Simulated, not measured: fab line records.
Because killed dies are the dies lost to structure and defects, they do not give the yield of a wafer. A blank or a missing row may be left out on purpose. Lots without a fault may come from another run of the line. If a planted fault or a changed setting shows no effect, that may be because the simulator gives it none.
Which tool did it? | flow sky130 | 13 lots with 39 wafers sampled at 6 steps, on a route of 708 steps

## WHAT THE GAUGES SHOWED, per wafer
SKY_VT_ADJUST_HVTR_CD_MEAS_07: the cd target is 380 nm. Usual: cdNm 380.1 nm, standard deviation 2.7.
lot  | measured     | on       | cdNm (nm)         | flag
L800 | day 9 17:20  | cdSem-02 | 381.0 380.4 381.8 | 
L801 | day 9 21:02  | cdSem-02 | 378.9 379.7 380.0 | 
L803 | day 10 19:56 | cdSem-02 | 384.1 383.4 384.9 | 
L804 | day 11 00:56 | cdSem-01 | 378.9 379.0 379.6 | 
L806 | day 11 14:03 | cdSem-02 | 382.8 381.5 380.8 | 
L807 | day 11 15:07 | cdSem-01 | 376.8 372.9 375.6 | 
L808 | day 12 02:46 | cdSem-01 | 377.2 376.2 375.0 | 
L813 | day 13 13:22 | cdSem-02 | 380.9 379.6 381.6 | 
L817 | day 14 20:30 | cdSem-02 | 375.5 373.9 379.4 | 
L818 | day 15 03:13 | cdSem-02 | 380.0 384.2 382.3 | 
L820 | day 15 23:14 | cdSem-02 | 379.4 381.3 379.3 | 
L821 | day 16 01:56 | cdSem-01 | 382.7 380.0 383.2 | 
L823 | day 16 16:02 | cdSem-02 | 376.3 375.5 376.2 | 

SKY_POLY_GATE_CD_MEAS_13: the cd target is 150 nm. Usual: cdNm 149.8 nm, standard deviation 1.4.
lot  | measured     | on       | cdNm (nm)         | flag
L800 | day 16 22:59 | cdSem-01 | 148.5 149.1 148.3 | 
L801 | day 17 01:26 | cdSem-02 | 149.8 149.6 149.8 | 
L803 | day 18 01:27 | cdSem-01 | 148.8 150.0 149.0 | 
L804 | day 18 13:57 | cdSem-02 | 149.2 148.6 150.8 | 
L806 | day 19 01:54 | cdSem-01 | 148.1 148.5 147.2 | 
L807 | day 19 00:56 | cdSem-01 | 150.2 150.0 151.2 | 
L808 | day 19 19:20 | cdSem-01 | 149.8 150.3 149.0 | 
L813 | day 21 12:09 | cdSem-01 | 149.9 150.1 150.2 | 
L817 | day 22 18:24 | cdSem-01 | 149.1 148.0 148.6 | 
L818 | day 23 04:44 | cdSem-01 | 151.3 151.8 152.0 | 
L820 | day 23 22:02 | cdSem-01 | 150.7 149.5 149.5 | 
L821 | day 24 04:24 | cdSem-02 | 148.7 149.9 149.2 | 
L823 | day 24 15:08 | cdSem-02 | 149.4 148.0 149.1 | 

SKY_LDD_LDN_OVL_MEAS_07. Usual: LDD_LDN_OVL gives -0.3 nm (standard deviation 1.3).
lot  | measured     | on         | LDD_LDN_OVL (nm) | flag
L800 | day 23 07:44 | overlay-01 | -0.7 0.2 0.1     | 
L801 | day 23 13:07 | overlay-02 | -1.0 -0.7 1.4    | 
L803 | day 24 10:47 | overlay-01 | -1.0 0.4 0.5     | 
L804 | day 25 01:49 | overlay-01 | -0.3 1.3 0.3     | 
L806 | day 25 15:16 | overlay-02 | -1.5 -0.8 -0.4   | 
L807 | day 25 14:04 | overlay-02 | -1.2 -1.5 -1.3   | 
L808 | day 26 05:07 | overlay-02 | - - -            | OFF
L813 | day 27 19:44 | overlay-01 | -1.2 0.5 -1.7    | 
L817 | day 28 23:29 | overlay-01 | -1.5 -1.2 -3.2   | 
L818 | day 29 08:26 | overlay-02 | -3.6 -2.7 -3.1   | 
L820 | day 30 06:17 | overlay-02 | 0.1 0.1 -1.1     | 
L821 | day 30 06:46 | overlay-01 | -1.3 -1.2 0.3    | 
L823 | day 30 15:40 | overlay-01 | 0.2 -0.6 1.3     | 

SKY_LDD_LDN_TW_MEAS_13. Usual: LDD_LDN_TW gives 1488 (standard deviation 8.6).
lot  | measured     | on           | LDD_LDN_TW     | flag
L800 | day 23 08:29 | filmMetro-03 | 1483 1486 1486 | 
L801 | day 23 13:51 | filmMetro-04 | 1501 1489 1501 | 
L803 | day 24 11:32 | filmMetro-01 | 1485 1480 1487 | 
L804 | day 25 02:33 | filmMetro-03 | 1482 1484 1479 | 
L806 | day 25 16:00 | filmMetro-03 | 1485 1490 1479 | 
L807 | day 25 14:47 | filmMetro-04 | 1498 1500 1494 | 
L808 | day 26 05:51 | filmMetro-04 | 31 30 30       | OFF
L813 | day 27 20:29 | filmMetro-03 | 1484 1485 1488 | 
L817 | day 29 00:14 | filmMetro-04 | 1486 1494 1487 | 
L818 | day 29 09:10 | filmMetro-03 | 1479 1482 1487 | 
L820 | day 30 07:02 | filmMetro-04 | 1490 1492 1496 | 
L821 | day 30 07:30 | filmMetro-04 | 1484 1486 1487 | 
L823 | day 30 16:24 | filmMetro-03 | 1474 1483 1486 | 

SKY_LI_CONTACT_THK_MEAS_01. Usual: LI_CONTACT_HDPCVD_THK gives 927 nm (standard deviation 9.5).
lot  | measured     | on           | LI_CONTACT_HDPCVD_THK (nm) | flag
L800 | day 28 07:41 | filmMetro-02 | 931 949 933                | 
L801 | day 28 12:47 | filmMetro-03 | 917 921 932                | 
L803 | day 29 10:04 | filmMetro-02 | 942 926 939                | 
L804 | day 30 00:44 | filmMetro-02 | 939 921 935                | 
L806 | day 30 13:24 | filmMetro-02 | 916 922 915                | 
L807 | day 30 12:11 | filmMetro-03 | 926 913 904                | 
L808 | day 31 04:44 | filmMetro-02 | 923 937 923                | 
L813 | day 32 16:18 | filmMetro-03 | 924 931 930                | 
L817 | day 33 19:02 | filmMetro-01 | 918 913 930                | 
L818 | day 34 06:50 | filmMetro-03 | 918 911 927                | 
L820 | day 35 01:21 | filmMetro-03 | 914 939 921                | 
L821 | day 35 00:34 | filmMetro-03 | 909 936 910                | 
L823 | day 35 07:42 | filmMetro-02 | 926 928 930                | 

## EACH LOT AND THE TOOL THAT RAN IT (in order: tool; ch and the chambers of the sampled wafers; start)
lot  | SKY_LDD_LDN_EXPOSE_04
L800 | ilineStepper-01 ch 0, day 22 17:12
L801 | ilineStepper-01 ch 0, day 22 22:32
L803 | ilineStepper-02 ch 0, day 23 20:16
L804 | ilineStepper-01 ch 0, day 24 11:54
L806 | ilineStepper-01 ch 0, day 25 00:12
L807 | ilineStepper-01 ch 0, day 24 23:06
L808 | ilineStepper-01 ch 0, day 25 15:07
L813 | ilineStepper-02 ch 0, day 27 06:16
L817 | ilineStepper-01 ch 0, day 28 09:10
L818 | ilineStepper-02 ch 0, day 28 18:42
L820 | ilineStepper-02 ch 0, day 29 15:59
L821 | ilineStepper-02 ch 0, day 29 16:34
L823 | ilineStepper-01 ch 0, day 30 01:44
- SKY_LDD_LDN_EXPOSE_04: exposes mask LDNTM, target cd 700 nm.

## WHAT THE TOOLS THEMSELVES READ (means of the sampled wafers that have a number; where no wafer has one, the mark that the record gives instead)
The record holds no such reading with a usual standard deviation.

## THE ANSWER, worked out from the rows above alone
Rule: a lot counts as off when the mean over its wafers that have a number is more than 3 standard deviations away from the usual mean. Also off: a lot with no number at a reading for which 4 or more lots have one. All remaining lots with rows at the step are treated as sound. First the gauges in route order, then the tools' own readings, where a lot's mean is used as printed above. The first step at which some lot is off is used, and at that step the reading that is off furthest; a lot without a number counts as furthest.
Off: at SKY_LDD_LDN_OVL_MEAS_07 (LDD_LDN_OVL), L808. Without a number there: L808.
If a tool, at a process step before that reading, ran all the lots that are off and no sound lot after the first of them, it fits. Not tried: the gauges at SKY_LDD_LDN_OVL_MEAS_07; whatever is off there is also off at SKY_LDD_LDN_TW_MEAS_13, on other tools, and gauge error can't account for it. Of those tried, none fits.

## WHAT THE SIMULATOR PUT IN
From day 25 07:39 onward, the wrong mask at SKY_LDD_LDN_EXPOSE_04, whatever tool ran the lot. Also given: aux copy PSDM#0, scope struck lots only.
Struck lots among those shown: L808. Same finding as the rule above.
